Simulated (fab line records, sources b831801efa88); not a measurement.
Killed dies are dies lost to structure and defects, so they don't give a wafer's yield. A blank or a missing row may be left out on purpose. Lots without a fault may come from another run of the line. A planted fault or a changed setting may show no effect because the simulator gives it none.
fab line records | flow gf180mcu | part 2 of 2: steps 28 to 39 of 39
record lots=5 wafers=15 last_day=33
route steps=602 shown PSD@256 NSD@262 SAB@264 SALICIDE@278 CONTACT@287
lots that met no fault: from a run of the same line without faults
start_h: hours from the record's first day to the start of the lot's first wafer shown | wait_h: hours since the lot's step before | " the same as in the row above | L1.1+2: a row that stands for several wafers | - no value, or no start given | * or withheld: withheld | < > ~ a bound
route shown NAME@n: a module of which the file shows steps, and the number in the route of the first | usual: mean/standard deviation of fault-free wafers | same: alike in all rows | chamber/n: place in a boat | sites: the reading at each site | _std_site: their standard deviation | _edge_site: outer sites' mean less inner sites' | radius_mm: how far each site lies from the wafer's centre | mask NAME#n: copy n | behind: the tool/chamber that last shaped the wafer | hold: why the lot was held/for how many hours/how that ended | device: the transistor (n, p or np) that didn't switch | end of line: the same wafers' tests at the end of the route | a step without rows: its recipe alone | killed: dies lost to structure and defects at the first sort, not the wafer's yield | map: a wafer's dies, x killed, . not, _ none there
set.NAME: the setting as run; set.NAME@STEP: as run at that earlier step | model.NAME: the simulator's own value behind a step, which no gauge read
lots at some steps of the route; a table a step, a row a wafer
services: from which hour (start_h, from the record's first day; less than 0 if before it) a tool's chamber was out of use, for how many hours, and why
## steps
# step GF_SALICIDE_THK_MEAS_05
# recipe thk_meas_gauge=xrf reads=TiN_of_SALICIDE_SPUTTER_03
# usual SALICIDE_TIN_THK=19.52/0.2
# columns lot.wafer tool chamber start_h wait_h SALICIDE_TIN_THK[nm]
L085.1 film_metro-01 - 433.12 0.1 19.44
L085.3 " - " " 19.47
L085.4 " - " " 19.86
L086.1 film_metro-04 - 443.77 0.1 19.53
L086.2 " - " " 19.44
L086.6 " - " " 19.49
L088.1 film_metro-04 - 458.44 0.1 19.53
L088.4 " - " " 19.35
L088.6 " - " " 19.58
L091.2 film_metro-03 - 483.29 0.1 19.69
L091.3 " - " " 19.77
L091.5 " - " " 19.93
L093.2 film_metro-03 - 501.39 0.1 19.58
L093.5 " - " " 19.43
L093.6 " - " " 19.74
# step GF_SALICIDE_RTA_06
# recipe temp_c=530 time_s=30 ambient=N2
# usual lamp_power_pct=5.7/0.35 wafer_temp_C_max=532.3/0.61
# columns lot.wafer tool chamber start_h wait_h lamp_power_pct wafer_temp_C_max
L085.1 rtp_anneal-02 0 433.18 0.1 5.4 532.4
L085.3 " 0 " " 5.4 532.6
L085.4 " 0 " " 5.4 532.2
L086.1 rtp_anneal-02 0 443.83 0.1 5.4 532.3
L086.2 " 0 " " 5.4 533.1
L086.6 " 0 " " 5.4 532.9
L088.1 rtp_anneal-02 0 458.50 0.1 5.4 532.2
L088.4 " 0 " " 5.4 532.0
L088.6 " 0 " " 5.4 532.3
L091.2 rtp_anneal-01 0 483.36 0.1 6.1 531.5
L091.3 " 0 " " 6.1 531.2
L091.5 " 0 " " 6.1 531.2
L093.2 rtp_anneal-02 0 501.45 0.1 5.4 533.0
L093.5 " 0 " " 5.4 532.8
L093.6 " 0 " " 5.4 532.2
# step GF_SALICIDE_WET_ETCH_07
# recipe chemistry=SPM target_depth_nm=120 dry=n2_spin
# columns lot.wafer tool chamber start_h wait_h
L085.1+3+4 wet_bench-02 1 433.28 0.1
L086.1+2+6 wet_bench-04 3 443.93 0.1
L088.1+4+6 wet_bench-03 3 458.60 0.1
L091.2+3+5 wet_bench-02 0 483.44 0.1
L093.2+5+6 wet_bench-02 3 501.54 0.1
# step GF_SALICIDE_RTA_08
# recipe temp_c=800 time_s=30 ambient=N2
# usual lamp_power_pct=15.9/1 wafer_temp_C_max=803.4/1.1
# columns lot.wafer tool chamber start_h wait_h lamp_power_pct wafer_temp_C_max
L085.1 rtp_anneal-02 0 433.39 0.0 15.0 803.7
L085.3 " 0 " " 15.0 805.0
L085.4 " 0 " " 15.0 804.8
L086.1 rtp_anneal-02 0 444.03 0.0 15.0 804.2
L086.2 " 0 " " 15.0 803.5
L086.6 " 0 " " 15.0 804.7
L088.1 rtp_anneal-01 0 458.69 0.0 17.0 801.4
L088.4 " 0 " " 17.0 802.3
L088.6 " 0 " " 17.0 802.6
L091.2 rtp_anneal-02 0 483.58 0.0 15.0 803.5
L091.3 " 0 " " 15.0 803.4
L091.5 " 0 " " 15.0 805.4
L093.2 rtp_anneal-01 0 501.66 0.0 17.0 803.1
L093.5 " 0 " " 17.0 802.6
L093.6 " 0 " " 17.0 802.4
# step GF_CONTACT_CVD_00
# recipe material=SiO2 target_thk_nm=300 sigma_open_frac=0.3 temp_c=400 time_s=50 sih4_flow_sccm=60 pressure_mtorr=6
# columns lot.wafer tool chamber start_h wait_h
L085.1+3+4 hdpcvd-01 1,0,0 433.49 0.1
L086.1+2+6 hdpcvd-01 1,0,0 444.13 0.1
L088.1+4+6 hdpcvd-02 0,0,2 458.79 0.1
L091.2+3+5 hdpcvd-02 2,1,0 483.66 0.1
L093.2+5+6 hdpcvd-01 1,1,2 501.74 0.1
# step GF_CONTACT_THK_MEAS_01
# recipe reads=SiO2_of_CONTACT_CVD_00
# usual CONTACT_CVD_00_THK=299/3.1
# columns lot.wafer tool chamber start_h wait_h CONTACT_CVD_00_THK[nm]
L085.1 film_metro-03 - 433.55 0.0 299
L085.3 " - " " 300
L085.4 " - " " 294
L086.1 film_metro-04 - 444.17 0.0 300
L086.2 " - " " 300
L086.6 " - " " 300
L088.1 film_metro-04 - 458.83 0.0 296
L088.4 " - " " 293
L088.6 " - " " 299
L091.2 film_metro-04 - 483.72 0.0 295
L091.3 " - " " 296
L091.5 " - " " 292
L093.2 film_metro-02 - 501.80 0.0 299
L093.5 " - " " 300
L093.6 " - " " 296
# step GF_CONTACT_CVD_02
# recipe material=SiO2 target_thk_nm=860 precursor=TEOS temp_c=400 time_s=95.992 rf_w=600
# usual heater_power_w=687/120
# columns lot.wafer tool chamber start_h wait_h heater_power_w
L085.1 pecvd-02 0 433.61 0.1 869
L085.3 " 1 " " 531
L085.4 " 1 " " 578
L086.1 pecvd-02 1 444.23 0.1 536
L086.2 " 0 " " 782
L086.6 " 2 " " 531
L088.1 pecvd-02 2 458.89 0.1 546
L088.4 " 2 " " 572
L088.6 " 1 " " 618
L091.2 pecvd-02 2 483.77 0.0 501
L091.3 " 0 " " 892
L091.5 " 0 " " 901
L093.2 pecvd-02 2 501.85 0.0 558
L093.5 " 2 " " 557
L093.6 " 1 " " 641
# step GF_CONTACT_THK_MEAS_03
# recipe reads=SiO2_of_CONTACT_CVD_02
# usual CONTACT_CVD_02_THK=857/11
# columns lot.wafer tool chamber start_h wait_h CONTACT_CVD_02_THK[nm]
L085.1 film_metro-03 - 433.68 0.0 848
L085.3 " - " " 843
L085.4 " - " " 865
L086.1 film_metro-04 - 444.30 0.0 833
L086.2 " - " " 834
L086.6 " - " " 856
L088.1 film_metro-03 - 458.96 0.0 848
L088.4 " - " " 853
L088.6 " - " " 861
L091.2 film_metro-03 - 483.85 0.0 842
L091.3 " - " " 861
L091.5 " - " " 865
L093.2 film_metro-02 - 501.93 0.0 847
L093.5 " - " " 858
L093.6 " - " " 873
# step GF_CONTACT_CMP_04
# recipe material=SiO2 down_force_psi=4 platen_rpm=60 pad_velocity_m_s=0.94248
# usual motor_current_A=11.7/1.1 slurry_flow_ml_min=150.0/0.48 time_to_endpoint_s=111/5.5
# columns lot.wafer tool chamber start_h wait_h motor_current_A slurry_flow_ml_min time_to_endpoint_s
L085.1 cmp-01 0 433.79 0.1 10.5 150.0 109
L085.3 " 1 " " 10.0 149.9 104
L085.4 " 2 " " 12.9 149.2 110
L086.1 cmp-01 3 444.41 0.1 10.4 150.3 109
L086.2 " 1 " " 10.3 150.0 107
L086.6 " 3 " " 11.5 149.4 115
L088.1 cmp-02 0 459.07 0.1 13.5 149.2 107
L088.4 " 2 " " 10.7 149.8 109
L088.6 " 0 " " 13.3 150.0 107
L091.2 cmp-02 0 484.00 0.1 13.4 149.6 108
L091.3 " 1 " " 11.9 150.1 117
L091.5 " 2 " " 10.3 149.9 117
L093.2 cmp-02 3 502.13 0.2 12.2 150.0 102
L093.5 " 0 " " 13.3 150.7 109
L093.6 " 1 " " 11.4 150.4 122
# step GF_CONTACT_BOW_MEAS_05
# recipe mode=bow
# usual CONTACT_BOW=65/6.8
# columns lot.wafer tool chamber start_h wait_h CONTACT_BOW[um]
L085.1 film_metro-02 - 434.04 0.2 64
L085.3 " - " " 72
L085.4 " - " " 66
L086.1 film_metro-04 - 444.66 0.2 60
L086.2 " - " " 60
L086.6 " - " " 54
L088.1 film_metro-03 - 459.32 0.2 61
L088.4 " - " " 55
L088.6 " - " " 68
L091.2 film_metro-03 - 484.22 0.2 60
L091.3 " - " " 62
L091.5 " - " " 61
L093.2 film_metro-02 - 502.30 0.1 73
L093.5 " - " " 57
L093.6 " - " " 60
# step GF_CONTACT_DEHYDRATE_06
# recipe temp_c=200 time_s=60
# columns lot.wafer tool chamber start_h wait_h
L085.1+3+4 litho_track-03 0 446.19 12.1
L086.1+2+6 litho_track-03 0 456.44 11.8
L088.1+4+6 litho_track-03 0 470.99 11.6
L091.2+3+5 litho_track-02 0 495.64 11.4
L093.2+5+6 litho_track-02 0 512.69 10.4
# step GF_CONTACT_HMDS_07
# recipe prime_time_s=60 prime_temp_c=120
# columns lot.wafer tool chamber start_h wait_h
L085.1+3+4 litho_track-03 0 446.34 0.1
L086.1+2+6 litho_track-03 0 456.59 0.1
L088.1+4+6 litho_track-03 0 471.14 0.1
L091.2+3+5 litho_track-02 0 495.79 0.1
L093.2+5+6 litho_track-02 0 512.84 0.1
## services
# columns tool chamber start_h hours kind
pvd_sputter-04 - 385.54 6.6 repair
hdpcvd-02 1 386.10 30.0 repair
plasma_asher-03 - 388.90 3.3 repair
cmp-02 - 389.41 12.9 repair
rie_diel-02 2 396.95 7.3 repair
pecvd-01 - 401.37 4.3 pm
iline_stepper-01 - 403.74 11.2 repair
cmp-02 - 404.00 4.0 pm
iline_stepper-02 - 414.93 1.7 pm
pvd_sputter-04 - 415.50 3.3 repair
implanter-04 - 420.24 3.7 repair
plasma_asher-02 - 420.90 1.2 repair
plasma_asher-04 - 421.25 9.0 pm
cmp-01 - 422.69 0.8 repair
pecvd-01 - 422.98 2.7 repair
hdpcvd-01 - 428.28 1.2 repair
rie_diel-03 0 430.91 8.2 repair
cmp-02 - 461.91 3.0 repair
cmp-02 - 469.86 0.3 repair
cmp-02 - 472.93 0.4 repair
cmp-01 - 484.61 3.4 repair
iline_stepper-01 - 502.80 2.1 pm
wet_bench-02 - 505.29 3.2 repair
cmp-01 - 509.36 8.2 pm
